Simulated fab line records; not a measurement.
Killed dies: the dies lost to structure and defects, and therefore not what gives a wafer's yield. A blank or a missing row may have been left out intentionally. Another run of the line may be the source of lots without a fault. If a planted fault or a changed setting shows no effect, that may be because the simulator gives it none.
Matching of chambers    flow gf180mcu    GF_V3_CVD_02 on pecvd-04: 3 sister chambers
The step deposits SiO2 from TEOS, target thk 850 nm, time 94.851 s. 3 wafers are shown with their chamber, then 8 later ones without.

== EACH WAFER AND ITS CHAMBER ==
wafer   chamber  heater_power_w (W)
L276.4  1        398
L276.5  2        657
L277.1  0        659

== WAFERS MISSING THEIR CHAMBER ==
wafer   heater_power_w (W)
L277.4  406
L277.6  723
L278.2  591
L278.4  641
L278.6  492
L280.1  519
L280.3  409
L280.6  464

== EACH ONE'S CHAMBER ==
wafer   from the rows above           in truth
L277.4  1                             1
L277.6  can't be placed: 0 or 2       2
L278.2  can't be placed: 2 or 0 or 1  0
L278.4  can't be placed: 2 or 0       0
L278.6  can't be placed: 1 or 2 or 0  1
L280.1  can't be placed: 1 or 2 or 0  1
L280.3  1                             1
L280.6  can't be placed: 1 or 2 or 0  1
Placed correctly: 2 of 8. Can't be placed from these rows: 6 (the true chamber is among the candidates in 6). 0 placed wrongly.
How it was worked out, from the rows above alone: a wafer's distance from a chamber is the root of the sum, over the readings, of the square of ((its reading less the chamber's mean) divided by the reading's scatter). If the next closest chamber is less than 2 further off than the closest, the wafer can't be placed; otherwise it belongs to the closest. For every chamber, the mean is computed from those of its wafers that are shown. The scatter: with one shown wafer a chamber, the root of the mean of the squares of how far each hidden wafer lies from its nearest shown one.
